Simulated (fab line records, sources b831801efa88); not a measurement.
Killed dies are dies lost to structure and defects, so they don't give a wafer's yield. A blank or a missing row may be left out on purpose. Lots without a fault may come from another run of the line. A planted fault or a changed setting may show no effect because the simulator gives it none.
fab line records | flow sky130
record lots=12 wafers=36 last_day=50
route steps=708 shown VIA2@531 METAL3@569 VIA3@593 METAL4@602 PAD_OPEN@708
lots that met no fault: from a run of the same line without faults
start_h: hours from the record's first day to the start of the lot's first wafer shown | wait_h: hours since the lot's step before | " the same as in the row above | L1.1+2: a row that stands for several wafers | - no value, or no start given | * or withheld: withheld | < > ~ a bound
route shown NAME@n: a module of which the file shows steps, and the number in the route of the first | usual: mean/standard deviation of fault-free wafers | same: alike in all rows | chamber/n: place in a boat | sites: the reading at each site | _std_site: their standard deviation | _edge_site: outer sites' mean less inner sites' | radius_mm: how far each site lies from the wafer's centre | mask NAME#n: copy n | behind: the tool/chamber that last shaped the wafer | hold: why the lot was held/for how many hours/how that ended | device: the transistor (n, p or np) that didn't switch | end of line: the same wafers' tests at the end of the route | a step without rows: its recipe alone | killed: dies lost to structure and defects at the first sort, not the wafer's yield | map: a wafer's dies, x killed, . not, _ none there
set.NAME: the setting as run; set.NAME@STEP: as run at that earlier step | model.NAME: the simulator's own value behind a step, which no gauge read
steps of the route over a sample of lots; a table a step, a row a wafer
services: from which hour (start_h, from the record's first day; less than 0 if before it) a tool's chamber was out of use, for how many hours, and why
## steps
# step SKY_VIA2_CMP_24
# recipe stop_on=SiO2 t_overpolish_s=20 down_force_psi=3.5 platen_rpm=60 target_thk_nm=0 pad_velocity_m_s=0.94248
# usual motor_current_A=10.8/0.85 overpolish_run_s=20.000/0.01 slurry_flow_ml_min=150.1/0.45 time_to_endpoint_s=104/4
# columns lot.wafer tool chamber start_h wait_h motor_current_A overpolish_run_s slurry_flow_ml_min time_to_endpoint_s
L785.1 cmp-01 0 845.51 0.1 10.9 20.006 149.9 98
L785.6 " 0 " " 10.7 20.007 149.9 97
L785.5 " 1 " " 12.0 20.000 150.7 102
L786.4 cmp-02 0 852.77 0.1 10.0 19.991 149.5 103
L786.2 " 1 " " 10.6 19.990 149.3 103
L786.6 " 3 " " 11.7 20.012 149.7 100
L788.2 cmp-02 2 872.12 0.0 9.4 19.992 149.7 108
L788.1 " 3 " " 10.8 20.008 150.4 105
L788.3 " 0 " " 10.0 19.978 150.3 104
L789.4 cmp-01 3 888.74 0.0 9.3 19.984 150.4 99
L789.3 " 0 " " 10.6 20.011 150.0 92
L789.1 " 2 " " 10.8 20.012 149.8 102
L790.2 cmp-01 3 891.91 0.0 9.6 19.989 150.3 102
L790.4 " 0 " " 10.6 20.011 149.6 94
L790.3 " 1 " " 12.2 19.986 150.0 103
L791.3 cmp-01 2 898.04 0.1 10.4 19.991 149.8 104
L791.1 " 0 " " 10.6 20.009 150.2 96
L791.5 " 1 " " 12.6 19.994 150.9 98
L792.4 cmp-01 2 898.99 0.0 10.3 20.009 151.0 104
L792.3 " 3 " " 9.5 20.016 149.5 101
L792.2 " 1 " " 12.6 19.992 150.0 108
L793.4 cmp-01 2 907.61 0.1 10.4 20.013 150.0 106
L793.2 " 1 " " 12.1 19.990 150.1 105
L793.5 " 2 " " 10.9 20.014 150.1 108
L800.2 cmp-01 2 953.39 0.1 10.5 20.008 149.9 108
L800.3 " 3 " " 9.3 20.004 150.8 103
L800.6 " 1 " " 12.2 20.004 149.5 107
L801.3 cmp-01 3 975.82 0.0 9.4 20.000 149.9 104
L801.4 " 1 " " 11.8 19.993 149.3 105
L801.2 " 2 " " 10.8 20.007 150.4 108
L802.3 cmp-01 1 989.58 0.1 11.5 19.991 150.3 111
L802.5 " 0 " " 10.6 20.000 149.8 102
L802.6 " 1 " " 11.4 20.022 150.5 111
L807.3 cmp-02 1 1004.26 0.2 10.9 19.988 149.9 104
L807.2 " 2 " " 10.4 19.991 149.1 107
L807.6 " 3 " " 11.0 19.991 150.2 104
# step SKY_METAL3_STRIP_19
# recipe chemistry=O2/N2 power_w=1400 pressure_mtorr=1500 platen_temp_c=withheld o2_flow_sccm=3000 n2_flow_sccm=300 overash_fraction=0.5
# usual drypump_motor_current_A=5.62/0.24 oes_product_au=0.500/0.0078 strip_time_to_endpoint_s=6.49/0.16
# columns lot.wafer tool chamber start_h wait_h drypump_motor_current_A oes_product_au rf_hours_counter_h strip_time_to_endpoint_s
L785.1 plasma_asher-01 1 899.35 0.1 5.43 0.497 15 6.29
L785.5 " 1 " " 5.42 0.492 - 6.28
L785.6 " 0 " " 5.49 0.504 - 6.58
L786.2 plasma_asher-01 0 906.51 0.1 5.51 0.506 16 6.53
L786.4 " 1 " " 5.46 0.498 - 6.56
L786.6 " 1 " " 5.45 0.512 - 6.62
L788.1 plasma_asher-04 0 924.60 0.3 6.06 0.489 78 6.22
L788.2 " 1 " " 5.69 0.495 78 6.29
L788.3 " 1 " " 5.66 0.496 - 6.22
L789.1 plasma_asher-02 0 939.21 0.1 5.38 0.505 114 6.63
L789.3 " 0 " " 5.37 0.503 - 6.64
L789.4 " 1 " " 5.71 0.507 - 6.67
L790.2 plasma_asher-04 0 943.46 0.1 6.09 0.496 80 6.57
L790.3 " 1 " " 5.65 0.501 - 6.60
L790.4 " 0 " " 6.08 0.511 - 6.54
L791.1 plasma_asher-04 1 948.96 0.1 5.67 0.491 81 6.33
L791.3 " 0 " " 6.13 0.500 - 6.30
L791.5 " 1 " " 5.66 0.506 - 6.65
L792.2 plasma_asher-04 0 950.81 0.1 6.09 0.495 81 6.46
L792.3 " 1 " " 5.71 0.492 - 6.45
L792.4 " 0 " " 6.10 0.500 - 6.61
L793.2 plasma_asher-01 1 958.90 0.1 5.41 0.493 21 6.20
L793.4 " 1 " " 5.45 0.503 - 6.65
L793.5 " 0 " " 5.53 0.500 - 6.60
L800.2 plasma_asher-01 0 1004.25 0.1 5.56 0.495 26 6.21
L800.3 " 1 " " 5.36 0.484 - 6.30
L800.6 " 1 " " 5.39 0.504 - 6.55
L801.2 plasma_asher-01 0 1024.15 0.1 5.54 0.494 28 6.14
L801.3 " 0 " " 5.53 0.497 - 6.54
L801.4 " 1 " " 5.37 0.483 - 6.19
L802.3 plasma_asher-01 1 1037.29 0.1 5.49 0.504 - 6.48
L802.5 " 1 " " 5.39 0.489 - 6.47
L802.6 " 0 " " 5.54 0.497 - 6.46
L807.2 plasma_asher-02 0 1051.16 0.1 5.36 0.502 124 6.50
L807.3 " 0 " " 5.35 0.512 - 6.67
L807.6 " 1 " " 5.71 0.506 - 6.50
# step SKY_VIA3_SPUTTER_20
# recipe material=TiN target_thk_nm=20 chamber_pressure_pa=5 power_w=4000 time_s=80
# usual throttle_valve_pct=30.5/0.91
# columns lot.wafer tool chamber start_h wait_h throttle_valve_pct
L785.1 pvd_sputter-04 - 926.04 0.0 30.4
L785.5 " - " " 30.2
L785.6 " - " " 32.0
L786.2 pvd_sputter-04 - 933.24 0.0 31.0
L786.4 " - " " 30.2
L786.6 " - " " 32.1
L788.1 pvd_sputter-01 - 951.67 0.0 29.7
L788.2 " - " " 31.7
L788.3 " - " " 30.1
L789.1 pvd_sputter-01 - 966.03 0.0 29.7
L789.3 " - " " 30.5
L789.4 " - " " 30.2
L790.2 pvd_sputter-04 - 970.47 0.0 32.0
L790.3 " - " " 30.9
L790.4 " - " " 29.4
L791.1 pvd_sputter-04 - 976.19 0.0 32.2
L791.3 " - " " 30.4
L791.5 " - " " 31.1
L792.2 pvd_sputter-04 - 978.09 0.0 29.2
L792.3 " - " " 32.1
L792.4 " - " " 32.0
L793.2 pvd_sputter-04 - 983.77 0.0 29.4
L793.4 " - " " 30.1
L793.5 " - " " 32.2
L800.2 pvd_sputter-04 - 1028.75 0.0 30.9
L800.3 " - " " 29.2
L800.6 " - " " 29.2
L801.2 pvd_sputter-01 - 1048.00 0.0 31.6
L801.3 " - " " 29.8
L801.4 " - " " 30.3
L802.3 pvd_sputter-02 - 1060.33 0.0 31.5
L802.5 " - " " 29.6
L802.6 " - " " 30.3
L807.2 pvd_sputter-04 - 1074.50 0.0 30.9
L807.3 " - " " 32.1
L807.6 " - " " 32.1
# step SKY_METAL4_SPUTTER_04
# recipe material=TiN target_thk_nm=70 power_w=6500 time_s=58.3 chamber_pressure_pa=0.4
# usual throttle_valve_pct=30.5/0.75
# columns lot.wafer tool chamber start_h wait_h throttle_valve_pct
L785.1 pvd_sputter-03 - 926.80 0.0 30.5
L785.5 " - " " 30.6
L785.6 " - " " 30.3
L786.2 pvd_sputter-03 - 934.00 0.0 30.2
L786.4 " - " " 30.4
L786.6 " - " " 30.5
L788.1 pvd_sputter-04 - 952.44 0.0 30.2
L788.2 " - " " 29.5
L788.3 " - " " 30.9
L789.1 pvd_sputter-04 - 966.80 0.0 30.9
L789.3 " - " " 30.3
L789.4 " - " " 29.4
L790.2 pvd_sputter-03 - 974.50 0.0 31.0
L790.3 " - " " 30.4
L790.4 " - " " 30.7
L791.1 pvd_sputter-04 - 976.95 0.0 30.4
L791.3 " - " " 29.4
L791.5 " - " " 32.3
L792.2 pvd_sputter-02 - 978.85 0.0 31.4
L792.3 " - " " 29.9
L792.4 " - " " 29.6
L793.2 pvd_sputter-02 - 984.86 0.0 29.7
L793.4 " - " " 31.5
L793.5 " - " " 31.4
L800.2 pvd_sputter-02 - 1029.64 0.0 31.5
L800.3 " - " " 30.0
L800.6 " - " " 29.5
L801.2 pvd_sputter-04 - 1048.77 0.0 32.3
L801.3 " - " " 29.3
L801.4 " - " " 30.3
L802.3 pvd_sputter-02 - 1061.10 0.0 29.7
L802.5 " - " " 30.1
L802.6 " - " " 31.2
L807.2 pvd_sputter-03 - 1075.27 0.0 30.8
L807.3 " - " " 30.0
L807.6 " - " " 30.2
# step SKY_PAD_OPEN_PROBE_99
# usual defect_limited_yield=82.3/1.9 killed_at_M0_to_M3=45/6.6 killed_at_M4_up=3.1/1.6 killed_at_contacts=24/5 killed_at_front_end=14/4.4 killed_at_other=0.3/0.58 killed_dies=87/9.2 killed_on_rim=17/3.6 killed_open=47/6.7 killed_short=40/6.4 sort_bin_3_pad_short=0.9/0.5 sort_bin_5_function=10.4/1.6 sort_bin_6_memory=6.4/1.1 sort_n_pass=405/9.1 sort_yield_pct=82.3/1.9
# same gross_dies=492 killed_at_back_side=0 sort_bin_4_leakage[%]=0 sort_bin_8_speed[%]=0
# columns lot.wafer tool chamber start_h wait_h defect_limited_yield[%] killed_at_M0_to_M3 killed_at_M4_up killed_at_contacts killed_at_front_end killed_at_other killed_dies killed_on_rim killed_open killed_short sort_bin_3_pad_short[%] sort_bin_5_function[%] sort_bin_6_memory[%] sort_n_pass sort_yield_pct[%]
L785.1 prober-01 - 1074.15 0.1 84.8 40 4 25 5 1 75 12 46 29 0.4 8.7 6.1 417 84.8
L785.5 prober-01 - 1074.35 0.2 84.6 37 0 26 13 0 76 12 48 28 0.6 9.1 5.7 416 84.6
L785.6 prober-01 - 1074.40 0.2 83.5 38 2 25 16 0 81 16 44 37 0.8 9.6 6.1 411 83.5
L786.2 prober-02 - 1078.60 0.1 82.9 42 1 25 16 0 84 19 46 38 0.6 10.2 6.3 408 82.9
L786.4 prober-02 - 1078.70 0.2 83.3 35 4 27 16 0 82 16 42 40 0.6 10.0 6.1 410 83.3
L786.6 prober-02 - 1078.80 0.2 80.5 44 6 28 18 0 96 21 48 48 0.8 11.2 7.5 396 80.5
L788.1 prober-02 - 1095.91 0.1 82.3 53 2 18 14 0 87 16 39 48 0.4 11.4 5.9 405 82.3
L788.2 prober-02 - 1095.96 0.1 80.3 50 6 28 13 0 97 17 45 52 0.6 11.0 8.1 395 80.3
L788.3 prober-02 - 1096.01 0.2 84.1 35 1 30 11 1 78 15 46 32 0.8 9.6 5.5 414 84.1
L789.1 prober-01 - 1107.16 0.1 83.1 49 4 20 10 0 83 10 53 30 0.4 8.7 7.7 409 83.1
L789.3 prober-01 - 1107.26 0.2 83.5 40 1 24 15 1 81 19 46 35 1.2 9.6 5.7 411 83.5
L789.4 prober-01 - 1107.31 0.2 80.7 56 4 21 14 0 95 15 58 37 1.2 12.8 5.3 397 80.7
L790.2 prober-02 - 1110.27 0.1 83.1 42 1 24 16 0 83 15 49 34 0.8 9.8 6.3 409 83.1
L790.3 prober-02 - 1110.32 0.2 80.5 50 4 23 19 0 96 17 48 48 1.6 12.0 5.9 396 80.5
L790.4 prober-02 - 1110.37 0.2 82.9 37 2 32 13 0 84 17 51 33 0.6 11.0 5.5 408 82.9
L791.1 prober-01 - 1116.84 0.1 81.7 44 6 27 13 0 90 19 44 46 1.0 9.8 7.5 402 81.7
L791.3 prober-01 - 1116.94 0.2 81.7 42 2 31 15 0 90 19 50 40 1.2 11.0 6.1 402 81.7
L791.5 prober-01 - 1117.04 0.2 84.1 43 3 23 9 0 78 22 47 31 0.6 10.6 4.7 414 84.1
L792.2 prober-02 - 1118.39 0.1 81.7 53 2 24 11 0 90 12 45 45 2.2 8.1 7.9 402 81.7
L792.3 prober-02 - 1118.44 0.2 83.5 53 3 15 10 0 81 15 36 45 2.0 8.7 5.7 411 83.5
L792.4 prober-02 - 1118.49 0.2 80.9 53 3 27 11 0 94 24 39 55 0.8 10.8 7.5 398 80.9
L793.2 prober-01 - 1121.68 0.1 84.3 46 3 15 13 0 77 19 41 36 0.6 8.9 6.1 415 84.3
L793.4 prober-01 - 1121.78 0.2 82.9 40 2 29 13 0 84 17 50 34 0.6 10.0 6.5 408 82.9
L793.5 prober-01 - 1121.83 0.2 84.3 40 3 20 14 0 77 11 38 39 0.6 9.1 5.9 415 84.3
L800.2 prober-02 - 1157.16 0.1 80.7 47 2 27 18 1 95 16 62 33 0.6 12.0 6.7 397 80.7
L800.3 prober-02 - 1157.21 0.2 81.9 48 4 23 14 0 89 16 45 44 1.6 10.4 6.1 403 81.9
L800.6 prober-02 - 1157.36 0.2 55.9 168 4 25 20 0 217 44 42 42 2.6 27.6 13.8 275 55.9
L801.2 prober-01 - 1171.40 0.1 83.9 36 7 26 10 0 79 20 37 42 0.6 11.0 4.5 413 83.9
L801.3 prober-01 - 1171.45 0.2 83.3 52 3 20 7 0 82 22 39 43 0.4 8.9 7.3 410 83.3
L801.4 prober-01 - 1171.50 0.2 52.4 201 4 19 10 0 234 46 37 37 2.6 29.9 15.0 258 52.4
L802.3 prober-01 - 1183.91 0.2 57.7 172 3 22 9 2 208 43 44 25 1.8 26.6 13.8 284 57.7
L802.5 prober-01 - 1184.01 0.2 83.9 44 5 17 13 0 79 20 37 42 1.0 9.1 5.9 413 83.9
L802.6 prober-01 - 1184.06 0.2 56.9 178 1 25 8 0 212 42 39 30 3.5 27.4 12.2 280 56.9
L807.2 prober-01 - 1193.65 0.1 78.7 58 1 28 18 0 105 25 60 45 0.4 13.0 7.9 387 78.7
L807.3 prober-01 - 1193.70 0.2 82.7 45 3 25 12 0 85 15 46 39 0.8 11.4 5.1 407 82.7
L807.6 prober-01 - 1193.85 0.2 82.9 47 4 22 11 0 84 11 48 36 0.4 10.4 6.3 408 82.9
# killed by level:class
L785.1 VIA3:geometric_particle:open=12 CONTACT:geometric_particle:open=11 VIA1:geometric_particle:open=10 LI_CONTACT:geometric_particle:open=6 METAL1:geometric_particle:short=4 METAL2:geometric_particle:short=4 POLY_GATE:geometric_particle:short=3 LOCAL_INTERCONNECT:geometric_particle:short=3
L785.5 LI_CONTACT:geometric_particle:open=10 CONTACT:geometric_particle:open=9 VIA1:geometric_particle:open=9 VIA3:geometric_particle:open=8 VIA2:geometric_particle:open=5 POLY_GATE:geometric_particle:short=4 LOCAL_INTERCONNECT:geometric_particle:short=4 VIA3:geometric_particle:short=4
L785.6 VIA3:geometric_particle:open=8 METAL2:geometric_particle:short=7 CONTACT:geometric_particle:open=7 POLY_GATE:geometric_particle:open=7 VIA1:geometric_particle:open=7 LI_CONTACT:geometric_particle:open=6 POLY_GATE:geometric_particle:short=4 LI_CONTACT:geometric_particle:short=4
L786.2 CONTACT:geometric_particle:open=9 VIA1:geometric_particle:open=9 CONTACT:geometric_particle:short=7 LI_CONTACT:geometric_particle:open=6 FIELD_ISO:geometric_particle:open=5 METAL1:geometric_particle:short=5 METAL2:geometric_particle:short=5 VIA3:geometric_particle:open=4
L786.4 CONTACT:geometric_particle:open=11 CONTACT:geometric_particle:short=7 VIA1:geometric_particle:open=7 POLY_GATE:geometric_particle:open=6 VIA3:geometric_particle:open=5 FIELD_ISO:geometric_particle:short=4 LI_CONTACT:geometric_particle:open=4 METAL1:geometric_particle:short=4
L786.6 CONTACT:geometric_particle:open=12 VIA1:geometric_particle:open=10 METAL1:geometric_particle:short=7 FIELD_ISO:geometric_particle:short=6 LOCAL_INTERCONNECT:geometric_particle:short=6 METAL3:geometric_particle:short=6 POLY_GATE:geometric_particle:short=5 VIA1:geometric_particle:short=5
L788.1 VIA2:geometric_particle:open=9 METAL1:geometric_particle:short=7 METAL2:geometric_particle:short=7 VIA3:geometric_particle:open=7 CONTACT:geometric_particle:open=6 VIA1:geometric_particle:open=6 POLY_GATE:geometric_particle:short=5 LOCAL_INTERCONNECT:geometric_particle:short=5
L788.2 METAL2:geometric_particle:short=14 VIA1:geometric_particle:open=10 CONTACT:geometric_particle:open=9 VIA2:geometric_particle:open=8 LI_CONTACT:geometric_particle:open=8 FIELD_ISO:geometric_particle:short=5 METAL4:geometric_particle:short=5 LOCAL_INTERCONNECT:geometric_particle:short=4
L788.3 CONTACT:geometric_particle:open=8 VIA1:geometric_particle:open=7 LI_CONTACT:geometric_particle:open=7 CONTACT:geometric_particle:short=7 VIA3:geometric_particle:open=7 VIA2:geometric_particle:open=6 POLY_GATE:geometric_particle:open=4 POLY_GATE:geometric_particle:short=4
L789.1 VIA1:geometric_particle:open=14 VIA2:geometric_particle:open=11 LI_CONTACT:geometric_particle:open=8 VIA1:geometric_particle:short=5 VIA3:geometric_particle:open=5 FIELD_ISO:geometric_particle:open=4 CONTACT:geometric_particle:open=4 METAL2:geometric_particle:short=4
L789.3 VIA1:geometric_particle:open=13 CONTACT:geometric_particle:open=9 VIA3:geometric_particle:open=8 CONTACT:geometric_particle:short=8 POLY_GATE:geometric_particle:short=4 VIA3:geometric_particle:short=4 FIELD_ISO:geometric_particle:short=3 LI_CONTACT:geometric_particle:open=3
L789.4 VIA2:geometric_particle:open=13 VIA1:geometric_particle:open=12 LI_CONTACT:geometric_particle:open=11 VIA3:geometric_particle:open=8 VIA1:geometric_particle:short=7 CONTACT:geometric_particle:open=6 METAL2:geometric_particle:short=6 FIELD_ISO:geometric_particle:short=5
L790.2 VIA1:geometric_particle:open=12 CONTACT:geometric_particle:open=8 LOCAL_INTERCONNECT:geometric_particle:short=6 METAL1:geometric_particle:short=6 VIA2:geometric_particle:open=6 LI_CONTACT:geometric_particle:open=5 METAL2:geometric_particle:short=5 VIA3:geometric_particle:open=5
L790.3 LI_CONTACT:geometric_particle:open=11 METAL1:geometric_particle:short=11 CONTACT:geometric_particle:open=9 VIA1:geometric_particle:short=9 FIELD_ISO:geometric_particle:short=7 VIA2:geometric_particle:open=6 VIA1:geometric_particle:open=6 POLY_GATE:geometric_particle:short=4
L790.4 CONTACT:geometric_particle:open=14 VIA3:geometric_particle:open=8 LI_CONTACT:geometric_particle:open=7 VIA1:geometric_particle:open=7 CONTACT:geometric_particle:short=6 FIELD_ISO:geometric_particle:open=5 METAL1:geometric_particle:short=5 FIELD_ISO:geometric_particle:short=4
L791.1 VIA1:geometric_particle:open=12 LOCAL_INTERCONNECT:geometric_particle:short=10 LI_CONTACT:geometric_particle:open=7 CONTACT:geometric_particle:open=7 METAL2:geometric_particle:short=7 VIA3:geometric_particle:open=7 METAL4:geometric_particle:short=5 FIELD_ISO:geometric_particle:open=4
L791.3 VIA1:geometric_particle:open=11 LI_CONTACT:geometric_particle:open=9 CONTACT:geometric_particle:open=9 CONTACT:geometric_particle:short=7 VIA2:geometric_particle:open=7 VIA3:geometric_particle:open=7 VIA1:geometric_particle:short=5 METAL2:geometric_particle:short=5
L791.5 VIA1:geometric_particle:open=10 VIA2:geometric_particle:open=9 VIA3:geometric_particle:open=9 CONTACT:geometric_particle:short=7 CONTACT:geometric_particle:open=6 VIA3:geometric_particle:short=5 LI_CONTACT:geometric_particle:open=4 LOCAL_INTERCONNECT:geometric_particle:short=3
L792.2 METAL2:geometric_particle:short=10 VIA1:geometric_particle:open=9 VIA3:geometric_particle:open=8 CONTACT:geometric_particle:open=7 CONTACT:geometric_particle:short=7 VIA2:geometric_particle:open=7 LI_CONTACT:geometric_particle:open=5 LOCAL_INTERCONNECT:geometric_particle:short=4
L792.3 VIA1:geometric_particle:open=10 LOCAL_INTERCONNECT:geometric_particle:short=8 METAL1:geometric_particle:short=7 METAL2:geometric_particle:short=6 VIA2:geometric_particle:open=6 VIA3:geometric_particle:open=5 VIA1:geometric_particle:short=5 FIELD_ISO:geometric_particle:short=4
L792.4 CONTACT:geometric_particle:open=10 VIA1:geometric_particle:open=9 METAL1:geometric_particle:short=9 VIA2:geometric_particle:short=7 METAL2:geometric_particle:short=6 VIA3:geometric_particle:open=6 LI_CONTACT:geometric_particle:short=5 LOCAL_INTERCONNECT:geometric_particle:short=5
L793.2 VIA1:geometric_particle:open=11 VIA1:geometric_particle:short=8 VIA3:geometric_particle:open=7 FIELD_ISO:geometric_particle:open=6 METAL1:geometric_particle:short=5 LOCAL_INTERCONNECT:geometric_particle:short=4 CONTACT:geometric_particle:open=4 VIA2:geometric_particle:open=4
L793.4 CONTACT:geometric_particle:open=13 VIA1:geometric_particle:open=13 VIA2:geometric_particle:open=8 LI_CONTACT:geometric_particle:open=7 LOCAL_INTERCONNECT:geometric_particle:short=5 METAL1:geometric_particle:short=5 METAL2:geometric_particle:short=4 CONTACT:geometric_particle:short=4
L793.5 CONTACT:geometric_particle:open=8 VIA1:geometric_particle:open=8 METAL2:geometric_particle:short=7 VIA1:geometric_particle:short=6 FIELD_ISO:geometric_particle:open=4 LOCAL_INTERCONNECT:geometric_particle:short=4 VIA3:geometric_particle:open=4 FIELD_ISO:geometric_particle:short=3
L800.2 CONTACT:geometric_particle:open=14 VIA2:geometric_particle:open=9 VIA1:geometric_particle:open=9 VIA3:geometric_particle:open=9 LI_CONTACT:geometric_particle:open=7 FIELD_ISO:geometric_particle:open=5 POLY_GATE:geometric_particle:open=5 METAL1:geometric_particle:short=5
L800.3 VIA2:geometric_particle:open=11 VIA1:geometric_particle:open=11 FIELD_ISO:geometric_particle:short=6 METAL3:geometric_particle:short=6 CONTACT:geometric_particle:open=6 METAL2:geometric_particle:short=6 LOCAL_INTERCONNECT:geometric_particle:short=5 FIELD_ISO:geometric_particle:open=4
L800.6 VIA2:unspecified=133 LI_CONTACT:geometric_particle:open=9 CONTACT:geometric_particle:short=6 CONTACT:geometric_particle:open=6 FIELD_ISO:geometric_particle:open=5 POLY_GATE:geometric_particle:short=5 VIA1:geometric_particle:short=5 VIA2:geometric_particle:open=4
L801.2 CONTACT:geometric_particle:open=10 VIA1:geometric_particle:short=6 METAL4:geometric_particle:short=6 LI_CONTACT:geometric_particle:open=5 METAL2:geometric_particle:short=5 VIA2:geometric_particle:open=5 VIA3:geometric_particle:open=5 CONTACT:geometric_particle:short=4
L801.3 VIA3:geometric_particle:open=10 VIA1:geometric_particle:open=9 VIA2:geometric_particle:open=8 METAL2:geometric_particle:short=7 LOCAL_INTERCONNECT:geometric_particle:short=5 CONTACT:geometric_particle:short=5 METAL1:geometric_particle:short=5 CONTACT:geometric_particle:open=4
L801.4 VIA2:unspecified=160 VIA2:geometric_particle:open=9 CONTACT:geometric_particle:open=7 METAL2:geometric_particle:short=6 VIA1:geometric_particle:short=5 VIA1:geometric_particle:open=5 METAL1:geometric_particle:short=4 VIA2:geometric_particle:short=4
L802.3 VIA2:unspecified=139 VIA1:geometric_particle:open=11 LI_CONTACT:geometric_particle:open=9 CONTACT:geometric_particle:open=7 VIA3:geometric_particle:open=6 POLY_GATE:geometric_particle:short=5 VIA1:geometric_particle:short=4 VIA2:geometric_particle:open=4
L802.5 VIA3:geometric_particle:open=8 FIELD_ISO:geometric_particle:short=6 LOCAL_INTERCONNECT:geometric_particle:short=6 VIA1:geometric_particle:open=6 LI_CONTACT:geometric_particle:open=5 METAL1:geometric_particle:short=5 VIA1:geometric_particle:short=5 VIA2:geometric_particle:short=5
L802.6 VIA2:unspecified=143 CONTACT:geometric_particle:open=10 VIA3:geometric_particle:open=7 VIA1:geometric_particle:open=6 CONTACT:geometric_particle:short=5 VIA1:geometric_particle:short=5 LOCAL_INTERCONNECT:geometric_particle:short=4 VIA2:geometric_particle:open=4
L807.2 CONTACT:geometric_particle:open=13 VIA1:geometric_particle:open=12 METAL1:geometric_particle:short=8 METAL3:geometric_particle:short=6 FIELD_ISO:geometric_particle:open=5 METAL1:geometric_particle:open=5 VIA3:geometric_particle:open=5 LI_CONTACT:geometric_particle:open=5
L807.3 CONTACT:geometric_particle:open=15 METAL1:geometric_particle:short=10 VIA1:geometric_particle:open=8 VIA2:geometric_particle:open=7 VIA1:geometric_particle:short=6 VIA2:geometric_particle:short=5 FIELD_ISO:geometric_particle:short=4 LI_CONTACT:geometric_particle:open=4
L807.6 VIA1:geometric_particle:open=9 CONTACT:geometric_particle:open=8 METAL2:geometric_particle:short=8 VIA3:geometric_particle:open=8 LI_CONTACT:geometric_particle:open=7 VIA1:geometric_particle:short=5 METAL1:geometric_particle:short=5 VIA2:geometric_particle:open=5
## services
# columns tool chamber start_h hours kind
pvd_sputter-03 - 826.66 2.2 repair
pvd_sputter-02 - 839.16 3.3 repair
plasma_asher-01 - 842.92 1.7 repair
pvd_sputter-04 0 846.48 - consumable_replace:kit
pvd_sputter-04 0 846.48 18.0 scheduled_down
pvd_sputter-04 0 846.48 18.0 vent_cycle
pvd_sputter-04 - 847.75 4.6 repair
cmp-02 - 859.24 5.6 pm
pvd_sputter-02 - 860.13 3.2 repair
plasma_asher-01 - 873.68 4.5 repair
cmp-02 - 877.88 1.7 repair
cmp-01 - 878.99 0.6 repair
cmp-02 - 883.69 5.8 pm
cmp-02 - 912.27 4.0 pm
pvd_sputter-02 - 927.37 2.5 repair
pvd_sputter-01 - 957.34 0.5 repair
cmp-02 - 968.88 4.3 repair
pvd_sputter-04 3 977.00 - consumable_replace:kit
pvd_sputter-04 3 977.00 18.0 scheduled_down
pvd_sputter-03 - 988.11 1.3 repair
plasma_asher-02 - 994.87 15.6 pm
pvd_sputter-01 - 1003.05 6.7 repair
cmp-01 - 1037.53 0.9 repair
plasma_asher-02 - 1055.25 9.0 pm
## key
first_sign step=SKY_PAD_OPEN_PROBE_99 reading=killed_at_M0_to_M3 direction=up sigmas=21 usual=45 struck=180
effect step=SKY_PAD_OPEN_PROBE_99 reading=sort_yield_pct direction=down sigmas=14 usual=82.3 struck=55.7
met_at SKY_VIA2_CMP_24
struck_lots L800,L801,L802
struck_wafers L800.6,L801.4,L802.3,L802.6
not_acting_at SKY_METAL3_STRIP_19,SKY_VIA3_SPUTTER_20,SKY_METAL4_SPUTTER_04
onset_between 907.61 953.39
fault kind=chamber_particle_source tool=cmp-01 chamber=1 onset_h=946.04 steps=SKY_VIA2_CMP_24 rate_per_visit_cm2=0.67827 end_h=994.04
